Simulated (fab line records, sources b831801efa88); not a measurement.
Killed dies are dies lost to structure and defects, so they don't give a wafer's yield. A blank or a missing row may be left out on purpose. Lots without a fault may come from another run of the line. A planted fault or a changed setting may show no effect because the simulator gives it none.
fab line records | flow sky130 | part 1 of 2: steps 1 to 29 of 38
record lots=5 wafers=15 last_day=49
route steps=708 shown LOCAL_INTERCONNECT@393 CONTACT@406
lots that met no fault: from a run of the same line without faults
start_h: hours from the record's first day to the start of the lot's first wafer shown | wait_h: hours since the lot's step before | " the same as in the row above | L1.1+2: a row that stands for several wafers | - no value, or no start given | * or withheld: withheld | < > ~ a bound
route shown NAME@n: a module of which the file shows steps, and the number in the route of the first | usual: mean/standard deviation of fault-free wafers | same: alike in all rows | chamber/n: place in a boat | sites: the reading at each site | _std_site: their standard deviation | _edge_site: outer sites' mean less inner sites' | radius_mm: how far each site lies from the wafer's centre | mask NAME#n: copy n | behind: the tool/chamber that last shaped the wafer | hold: why the lot was held/for how many hours/how that ended | device: the transistor (n, p or np) that didn't switch | end of line: the same wafers' tests at the end of the route | a step without rows: its recipe alone | killed: dies lost to structure and defects at the first sort, not the wafer's yield | map: a wafer's dies, x killed, . not, _ none there
set.NAME: the setting as run; set.NAME@STEP: as run at that earlier step | model.NAME: the simulator's own value behind a step, which no gauge read
lots at some steps of the route; a table a step, a row a wafer
services: from which hour (start_h, from the record's first day; less than 0 if before it) a tool's chamber was out of use, for how many hours, and why
## steps
# step SKY_LOCAL_INTERCONNECT_COAT_06
# recipe resist=KrF-thick spin_rpm=3000 resist_thk_nm=450
# columns lot.wafer tool chamber start_h wait_h
L078.1+2+6 litho_track-03 0 - -
L079.1+2+6 litho_track-03 0 - -
L085.2+3+4 litho_track-03 0 - -
L088.2+5+6 litho_track-04 0 - -
L090.1+4+6 litho_track-03 0 - -
# step SKY_LOCAL_INTERCONNECT_SOFTBAKE_07
# recipe temp_c=100 time_s=90 resist=KrF-thick
# columns lot.wafer tool chamber start_h wait_h
L078.1+2+6 litho_track-03 0 - -
L079.1+2+6 litho_track-03 0 - -
L085.2+3+4 litho_track-03 0 - -
L088.2+5+6 litho_track-04 0 - -
L090.1+4+6 litho_track-03 0 - -
# step SKY_LOCAL_INTERCONNECT_EXPOSE_08
# recipe mask_id=LI1M na=0.8 source_shape=annular sigma_inner=0.55 sigma_outer=0.85 target_cd_nm=170 dose_mj=28
# columns lot.wafer tool chamber start_h wait_h mask
L078.1+2+6 krf_scanner-02 0 - - LI1M#0
L079.1+2+6 krf_scanner-02 0 - - LI1M#0
L085.2+3+4 krf_scanner-01 0 - - LI1M#0
L088.2+5+6 krf_scanner-01 0 - - LI1M#0
L090.1+4+6 krf_scanner-01 0 - - LI1M#0
# step SKY_LOCAL_INTERCONNECT_PEB_09
# recipe peb_temp_c=withheld peb_time_s=withheld resist=KrF-thick
# columns lot.wafer tool chamber start_h wait_h
L078.1+2+6 litho_track-01 0 - -
L079.1+2+6 litho_track-03 0 - -
L085.2+3+4 litho_track-04 0 - -
L088.2+5+6 litho_track-01 0 - -
L090.1+4+6 litho_track-04 0 - -
# step SKY_LOCAL_INTERCONNECT_DEVELOP_10
# recipe develop_time_s=60 resist=KrF-thick dev_temp_c=21
# usual developer_temp_C=21.03/0.097
# columns lot.wafer tool chamber start_h wait_h developer_temp_C
L078.1 litho_track-01 0 - - 21.03
L078.2 " 0 " " 21.01
L078.6 " 0 " " 20.95
L079.1 litho_track-03 0 - - 21.10
L079.2 " 0 " " 20.98
L079.6 " 0 " " 20.98
L085.2 litho_track-04 0 - - 20.83
L085.3 " 0 " " 20.94
L085.4 " 0 " " 20.87
L088.2 litho_track-01 0 - - 20.92
L088.5 " 0 " " 20.94
L088.6 " 0 " " 20.91
L090.1 litho_track-04 0 - - 21.16
L090.4 " 0 " " 21.03
L090.6 " 0 " " 21.01
# step SKY_LOCAL_INTERCONNECT_CD_MEAS_11
# recipe target_cd_nm=170
# usual cd_nm=169.9/1.6
# columns lot.wafer tool chamber start_h wait_h cd_nm
L078.1 cd_sem-02 - 743.61 - 169.5
L078.2 " - " " 168.6
L078.6 " - " " 170.8
L079.1 cd_sem-01 - 744.92 - 172.7
L079.2 " - " " 170.8
L079.6 " - " " 172.0
L085.2 cd_sem-01 - 790.81 - 168.8
L085.3 " - " " 168.1
L085.4 " - " " 169.4
L088.2 cd_sem-01 - 817.28 - 171.4
L088.5 " - " " 171.8
L088.6 " - " " 170.6
L090.1 cd_sem-01 - 843.24 - 169.7
L090.4 " - " " 169.6
L090.6 " - " " 170.6
# step SKY_LOCAL_INTERCONNECT_OVL_MEAS_12
# usual LOCAL_INTERCONNECT_OVL=-3/5.4
# columns lot.wafer tool chamber start_h wait_h LOCAL_INTERCONNECT_OVL[nm]
L078.1 overlay-01 - 743.73 0.1 -8
L078.2 " - " " -4
L078.6 " - " " -9
L079.1 overlay-02 - 745.04 0.1 -4
L079.2 " - " " -2
L079.6 " - " " -2
L085.2 overlay-01 - 790.92 0.1 10
L085.3 " - " " 4
L085.4 " - " " 7
L088.2 overlay-01 - 817.40 0.1 -3
L088.5 " - " " -5
L088.6 " - " " -2
L090.1 overlay-01 - 843.36 0.1 -7
L090.4 " - " " -4
L090.6 " - " " -7
# step SKY_LOCAL_INTERCONNECT_ETCH_13
# recipe chemistry=N2/H2 target=BARC ion_energy_ev=200 bias_w=100 pressure_mtorr=30 n2_flow_sccm=100 h2_flow_sccm=200 icp_w=500 stop_on=SiO2 time_s=45.9 target_depth_a=600
# usual drypump_motor_current_A=5.6/0.43 h2_flow_sccm=199.9/0.56 he_backside_leak_sccm=3.34/0.26 oes_product_au=0.854/0.0046 throttle_valve_pct=13.225/0.0087
# columns lot.wafer tool chamber start_h wait_h drypump_motor_current_A h2_flow_sccm he_backside_leak_sccm oes_product_au rf_hours_counter_h throttle_valve_pct
L078.1 rie_metal-02 1 743.76 0.0 6.1 199.6 3.27 0.849 1 13.218
L078.2 " 0 " " 5.0 200.3 3.52 0.864 3 13.217
L078.6 " 0 " " 5.0 200.0 3.50 0.858 - 13.217
L079.1 rie_metal-01 0 745.08 0.0 5.9 199.7 3.09 0.855 4 13.222
L079.2 " 1 " " 5.3 200.6 3.24 0.850 3 13.215
L079.6 " 1 " " 5.3 199.9 3.29 0.855 - 13.233
L085.2 rie_metal-02 1 790.95 0.0 6.1 200.3 3.47 0.862 3 13.229
L085.3 " 0 " " 5.0 200.2 3.41 0.851 - 13.225
L085.4 " 1 " " 6.1 201.1 3.37 0.860 - 13.219
L088.2 rie_metal-04 0 817.43 0.0 5.9 199.8 3.55 0.852 16 13.229
L088.5 " 1 " " 6.0 199.0 3.33 0.853 - 13.234
L088.6 " 0 " " 5.9 200.0 3.54 0.855 - 13.231
L090.1 rie_metal-01 0 843.40 0.0 5.9 199.4 3.06 0.853 8 13.221
L090.4 " 0 " " 6.0 200.1 3.18 0.855 - 13.224
L090.6 " 1 " " 5.3 200.5 3.14 0.854 - 13.225
# step SKY_LOCAL_INTERCONNECT_METAL_ETCH_14
# recipe target_depth_nm=110 stop_on=PSG chemistry=Cl2/BCl3 target=TiN resist_sidewall_deg=88 pressure_mtorr=10 icp_w=900 bias_w=48.5 Cl2_flow_sccm=60 bcl3_flow_sccm=30 time_s=31.4
# usual bcl3_flow_sccm=29.99/0.095 drypump_motor_current_A=5.6/0.42 he_backside_leak_sccm=3.33/0.19 oes_product_au=0.942/0.0077 throttle_valve_pct=21.900/0.01
# columns lot.wafer tool chamber start_h wait_h bcl3_flow_sccm drypump_motor_current_A he_backside_leak_sccm oes_product_au rf_hours_counter_h throttle_valve_pct
L078.1 rie_metal-02 1 743.83 0.0 30.02 6.1 3.33 0.962 1 21.894
L078.2 " 0 " " 30.07 5.0 3.52 0.951 3 21.900
L078.6 " 0 " " 29.91 5.0 3.57 0.965 - 21.906
L079.1 rie_metal-01 0 745.14 0.0 29.94 5.9 3.23 0.937 4 21.880
L079.2 " 1 " " 29.98 5.3 3.22 0.949 3 21.894
L079.6 " 1 " " 29.94 5.3 3.34 0.940 - 21.898
L085.2 rie_metal-02 1 791.01 0.0 30.06 6.1 3.32 0.938 3 21.915
L085.3 " 0 " " 30.08 5.0 3.72 0.942 - 21.901
L085.4 " 1 " " 30.02 6.1 3.31 0.949 - 21.914
L088.2 rie_metal-04 0 817.50 0.0 30.08 5.9 3.58 0.950 16 21.917
L088.5 " 1 " " 29.91 6.0 3.14 0.950 - 21.889
L088.6 " 0 " " 29.87 5.9 3.57 0.947 - 21.894
L090.1 rie_metal-01 0 843.46 0.0 29.96 5.9 3.06 0.945 8 21.922
L090.4 " 0 " " 30.02 5.9 3.14 0.947 - 21.896
L090.6 " 1 " " 29.94 5.3 3.21 0.948 - 21.910
# step SKY_LOCAL_INTERCONNECT_STRIP_15
# recipe chemistry=O2/N2 power_w=1400 pressure_mtorr=1500 platen_temp_c=withheld o2_flow_sccm=3000 n2_flow_sccm=300 overash_fraction=0.5
# usual drypump_motor_current_A=5.7/0.53 oes_product_au=0.427/0.0047 strip_time_to_endpoint_s=4.722/0.026
# columns lot.wafer tool chamber start_h wait_h drypump_motor_current_A oes_product_au rf_hours_counter_h strip_time_to_endpoint_s
L078.1 plasma_asher-01 0 743.88 0.0 6.3 0.424 0 4.681
L078.2 " 1 " " 4.8 0.424 0 4.688
L078.6 " 0 " " 6.3 0.421 - 4.701
L079.1 plasma_asher-04 1 745.19 0.0 5.4 0.434 32 4.726
L079.2 " 0 " " 6.0 0.429 32 4.739
L079.6 " 0 " " 6.0 0.422 - 4.742
L085.2 plasma_asher-04 1 791.06 0.0 5.4 0.427 37 4.717
L085.3 " 1 " " 5.3 0.421 - 4.718
L085.4 " 0 " " 6.0 0.433 - 4.726
L088.2 plasma_asher-03 0 817.55 0.0 6.2 0.420 66 4.708
L088.5 " 0 " " 6.2 0.433 - 4.668
L088.6 " 1 " " 5.3 0.424 - 4.704
L090.1 plasma_asher-03 0 843.51 0.0 6.2 0.435 68 4.763
L090.4 " 1 " " 5.4 0.434 - 4.756
L090.6 " 1 " " 5.3 0.419 - 4.782
# step SKY_LOCAL_INTERCONNECT_STRIP_16
# recipe chemistry=post_etch_residue_remover time_s=1200 temp_c=72.5
# usual bath_heat_duty_pct=14.2/1.2
# columns lot.wafer tool chamber start_h wait_h bath_heat_duty_pct
L078.1 wet_bench-01 0 743.98 0.1 14.9
L078.2 " 0 " " 14.1
L078.6 " 0 " " 15.4
L079.1 wet_bench-01 0 745.29 0.1 14.4
L079.2 " 0 " " 14.7
L079.6 " 0 " " 14.5
L085.2 wet_bench-03 2 791.16 0.1 13.1
L085.3 " 2 " " 12.3
L085.4 " 2 " " 13.2
L088.2 wet_bench-01 2 817.65 0.1 12.3
L088.5 " 2 " " 14.0
L088.6 " 2 " " 15.2
L090.1 wet_bench-01 3 843.61 0.1 12.6
L090.4 " 3 " " 13.7
L090.6 " 3 " " 13.2
# step SKY_LOCAL_INTERCONNECT_CLEAN_17
# recipe chemistry=IPA time_s=180 temp_c=25
# usual bath_heat_duty_pct=6.3/0.61
# columns lot.wafer tool chamber start_h wait_h bath_heat_duty_pct
L078.1 wet_bench-02 0 744.32 0.0 5.9
L078.2 " 0 " " 6.8
L078.6 " 0 " " 6.5
L079.1 wet_bench-02 0 745.63 0.0 6.4
L079.2 " 0 " " 6.3
L079.6 " 0 " " 5.7
L085.2 wet_bench-01 2 791.50 0.0 6.5
L085.3 " 2 " " 6.6
L085.4 " 2 " " 6.5
L088.2 wet_bench-02 0 818.02 0.0 5.9
L088.5 " 0 " " 6.4
L088.6 " 0 " " 6.6
L090.1 wet_bench-02 2 844.02 0.0 5.3
L090.4 " 2 " " 6.2
L090.6 " 2 " " 6.0
# step SKY_LOCAL_INTERCONNECT_CLEAN_18
# recipe chemistry=O3/DIW dry=n2_spin
# columns lot.wafer tool chamber start_h wait_h
L078.1+2+6 wet_bench-01 2 744.38 0.0
L079.1+2+6 wet_bench-03 0 745.70 0.0
L085.2+3+4 wet_bench-03 1 791.56 0.0
L088.2+5+6 wet_bench-03 2 818.08 0.0
L090.1+4+6 wet_bench-03 1 844.08 0.0
# step SKY_CONTACT_CVD_00
# recipe material=Si3N4 target_thk_nm=75 temp_c=400 time_s=withheld rf_w=450
# usual heater_power_w=727/70
# columns lot.wafer tool chamber start_h wait_h heater_power_w
L078.1 pecvd-01 2 744.48 0.0 621
L078.2 " 1 " " 715
L078.6 " 1 " " 726
L079.1 pecvd-03 2 745.80 0.0 579
L079.2 " 1 " " 739
L079.6 " 1 " " 754
L085.2 pecvd-02 0 791.65 0.0 640
L085.3 " 2 " " 691
L085.4 " 1 " " 849
L088.2 pecvd-01 0 818.17 0.0 790
L088.5 " 2 " " 590
L088.6 " 0 " " 793
L090.1 pecvd-03 1 844.17 0.0 777
L090.4 " 1 " " 785
L090.6 " 0 " " 841
# step SKY_CONTACT_THK_MEAS_01
# recipe reads=Si3N4_of_CONTACT_CVD_00
# usual CONTACT_CVD_00_THK=74.8/1
# columns lot.wafer tool chamber start_h wait_h CONTACT_CVD_00_THK[nm]
L078.1 film_metro-01 - 744.51 - 75.2
L078.2 " - " " 75.3
L078.6 " - " " 76.1
L079.1 film_metro-04 - 745.84 - 75.5
L079.2 " - " " 74.2
L079.6 " - " " 75.6
L085.2 film_metro-04 - 791.70 - 72.3
L085.3 " - " " 73.2
L085.4 " - " " 74.7
L088.2 film_metro-04 - 818.21 - 74.1
L088.5 " - " " 76.2
L088.6 " - " " 75.6
L090.1 film_metro-04 - 844.21 - 73.8
L090.4 " - " " 74.2
L090.6 " - " " 74.7
# step SKY_CONTACT_HDPCVD_02
# recipe material=SiO2 target_thk_nm=565 sigma_open_frac=0.3 time_s=94.2 temp_c=600 sih4_flow_sccm=60 pressure_mtorr=6
# columns lot.wafer tool chamber start_h wait_h
L078.1+2+6 hdpcvd-01 2,1,0 744.57 0.1
L079.1+2+6 hdpcvd-01 1,2,1 745.90 0.1
L085.2+3+4 hdpcvd-02 2,0,2 791.75 0.0
L088.2+5+6 hdpcvd-02 1,1,2 818.26 0.0
L090.1+4+6 hdpcvd-01 1,1,2 844.27 0.1
# step SKY_CONTACT_THK_MEAS_03
# recipe reads=SiO2_of_CONTACT_HDPCVD_02
# usual CONTACT_HDPCVD_THK=566/6.6
# columns lot.wafer tool chamber start_h wait_h CONTACT_HDPCVD_THK[nm]
L078.1 film_metro-04 - 744.64 0.0 577
L078.2 " - " " 572
L078.6 " - " " 570
L079.1 film_metro-01 - 745.97 0.0 564
L079.2 " - " " 574
L079.6 " - " " 565
L085.2 film_metro-03 - 791.86 0.1 551
L085.3 " - " " 557
L085.4 " - " " 555
L088.2 film_metro-04 - 818.34 0.0 553
L088.5 " - " " 557
L088.6 " - " " 567
L090.1 film_metro-03 - 844.34 0.0 568
L090.4 " - " " 567
L090.6 " - " " 578
# step SKY_CONTACT_CMP_04
# recipe material=SiO2 down_force_psi=4 platen_rpm=60 pad_velocity_m_s=0.94248
# usual motor_current_A=12.3/1.6 time_to_endpoint_s=81/3.5
# columns lot.wafer tool chamber start_h wait_h motor_current_A time_to_endpoint_s
L078.1 cmp-01 0 744.70 0.1 12.9 81
L078.2 " 1 " " 13.5 80
L078.6 " 1 " " 12.9 80
L079.1 cmp-01 2 746.49 0.5 12.3 82
L079.2 " 3 " " 14.6 85
L079.6 " 1 " " 13.2 79
L085.4 cmp-02 2 791.91 0.0 10.4 77
L085.2 " 3 " " 10.7 77
L085.3 " 1 " " 11.0 78
L088.2 cmp-02 0 818.49 0.1 13.5 73
L088.5 " 2 " " 9.9 79
L088.6 " 3 " " 10.1 81
L090.4 cmp-01 0 844.50 0.1 13.3 82
L090.1 " 1 " " 13.0 82
L090.6 " 3 " " 14.9 87
# step SKY_CONTACT_BOW_MEAS_05
# recipe mode=bow
# usual CONTACT_BOW=83/6.5
# columns lot.wafer tool chamber start_h wait_h CONTACT_BOW[um]
L078.1 film_metro-04 - 745.00 0.2 90
L078.2 " - " " 80
L078.6 " - " " 81
L079.1 film_metro-01 - 746.74 0.2 88
L079.2 " - " " 84
L079.6 " - " " 77
L085.2 film_metro-04 - 792.23 0.2 80
L085.3 " - " " 86
L085.4 " - " " 92
L088.2 film_metro-04 - 818.71 0.2 74
L088.5 " - " " 84
L088.6 " - " " 77
L090.1 film_metro-04 - 844.70 0.1 84
L090.4 " - " " 92
L090.6 " - " " 80
# step SKY_CONTACT_DEHYDRATE_06
# recipe temp_c=200 time_s=60
# columns lot.wafer tool chamber start_h wait_h
L078.1+2+6 litho_track-04 0 757.54 12.5
L079.1+2+6 litho_track-04 0 759.74 13.0
L085.2+3+4 litho_track-03 0 804.10 11.8
L088.2+5+6 litho_track-04 0 831.32 12.6
L090.1+4+6 litho_track-02 0 857.59 12.9
# step SKY_CONTACT_HMDS_07
# recipe prime_time_s=60 prime_temp_c=120
# columns lot.wafer tool chamber start_h wait_h
L078.1+2+6 litho_track-04 0 757.69 0.1
L079.1+2+6 litho_track-04 0 759.89 0.1
L085.2+3+4 litho_track-03 0 804.25 0.1
L088.2+5+6 litho_track-04 0 831.47 0.1
L090.1+4+6 litho_track-02 0 857.74 0.1
# step SKY_CONTACT_COAT_08
# recipe resist=BARC temp_c=withheld time_s=withheld spin_rpm=3000 resist_thk_nm=60
# columns lot.wafer tool chamber start_h wait_h
L078.1+2+6 litho_track-04 0 757.84 0.1
L079.1+2+6 litho_track-04 0 760.04 0.1
L085.2+3+4 litho_track-03 0 804.40 0.1
L088.2+5+6 litho_track-04 0 831.62 0.1
L090.1+4+6 litho_track-02 0 857.89 0.1
# step SKY_CONTACT_COAT_09
# recipe resist=KrF-thick spin_rpm=3000 resist_thk_nm=450
# columns lot.wafer tool chamber start_h wait_h
L078.1+2+6 litho_track-04 0 - -
L079.1+2+6 litho_track-04 0 - -
L085.2+3+4 litho_track-03 0 - -
L088.2+5+6 litho_track-04 0 - -
L090.1+4+6 litho_track-02 0 - -
# step SKY_CONTACT_SOFTBAKE_10
# recipe temp_c=100 time_s=90 resist=KrF-thick
# columns lot.wafer tool chamber start_h wait_h
L078.1+2+6 litho_track-04 0 - -
L079.1+2+6 litho_track-04 0 - -
L085.2+3+4 litho_track-03 0 - -
L088.2+5+6 litho_track-04 0 - -
L090.1+4+6 litho_track-02 0 - -
# step SKY_CONTACT_EXPOSE_11
# recipe mask_id=CTM1 na=0.8 source_shape=annular sigma_inner=0.55 sigma_outer=0.85 target_cd_nm=170 dose_mj=38
# columns lot.wafer tool chamber start_h wait_h mask
L078.1+2+6 krf_scanner-01 0 - - CTM1#0
L079.1+2+6 krf_scanner-02 0 - - CTM1#0
L085.2+3+4 krf_scanner-01 0 - - CTM1#0
L088.2+5+6 krf_scanner-01 0 - - CTM1#0
L090.1+4+6 krf_scanner-01 0 - - CTM1#0
# step SKY_CONTACT_PEB_12
# recipe peb_temp_c=withheld peb_time_s=withheld resist=KrF-thick
# columns lot.wafer tool chamber start_h wait_h
L078.1+2+6 litho_track-02 0 - -
L079.1+2+6 litho_track-04 0 - -
L085.2+3+4 litho_track-02 0 - -
L088.2+5+6 litho_track-03 0 - -
L090.1+4+6 litho_track-04 0 - -
# step SKY_CONTACT_DEVELOP_13
# recipe develop_time_s=60 resist=KrF-thick dev_temp_c=21
# usual developer_temp_C=20.99/0.11
# columns lot.wafer tool chamber start_h wait_h developer_temp_C
L078.1 litho_track-02 0 - - 21.11
L078.2 " 0 " " 20.94
L078.6 " 0 " " 21.00
L079.1 litho_track-04 0 - - 21.02
L079.2 " 0 " " 20.98
L079.6 " 0 " " 21.06
L085.2 litho_track-02 0 - - 20.75
L085.3 " 0 " " 20.95
L085.4 " 0 " " 20.98
L088.2 litho_track-03 0 - - 20.78
L088.5 " 0 " " 20.84
L088.6 " 0 " " 20.96
L090.1 litho_track-04 0 - - 20.93
L090.4 " 0 " " 20.76
L090.6 " 0 " " 20.95
# step SKY_CONTACT_CD_MEAS_14
# recipe target_cd_nm=170
# usual cd_nm=170.0/1.5
# columns lot.wafer tool chamber start_h wait_h cd_nm
L078.1 cd_sem-02 - 772.04 - 172.2
L078.2 " - " " 171.7
L078.6 " - " " 172.7
L079.1 cd_sem-02 - 773.44 - 170.7
L079.2 " - " " 170.4
L079.6 " - " " 169.4
L085.2 cd_sem-01 - 818.36 - 171.7
L085.3 " - " " 171.7
L085.4 " - " " 170.3
L088.2 cd_sem-01 - 845.14 - 171.7
L088.5 " - " " 171.8
L088.6 " - " " 172.0
L090.1 cd_sem-02 - 870.84 - 171.1
L090.4 " - " " 169.6
L090.6 " - " " 170.9
# step SKY_CONTACT_OVL_MEAS_15
# usual CONTACT_OVL=4/5.1
# columns lot.wafer tool chamber start_h wait_h CONTACT_OVL[nm]
L078.1 overlay-01 - 772.16 0.1 8
L078.2 " - " " 7
L078.6 " - " " 0
L079.1 overlay-02 - 773.56 0.1 4
L079.2 " - " " 3
L079.6 " - " " 3
L085.2 overlay-01 - 818.46 0.1 -5
L085.3 " - " " -12
L085.4 " - " " -4
L088.2 overlay-02 - 845.25 0.1 13
L088.5 " - " " 4
L088.6 " - " " 13
L090.1 overlay-01 - 870.96 0.1 7
L090.4 " - " " 2
L090.6 " - " " 7
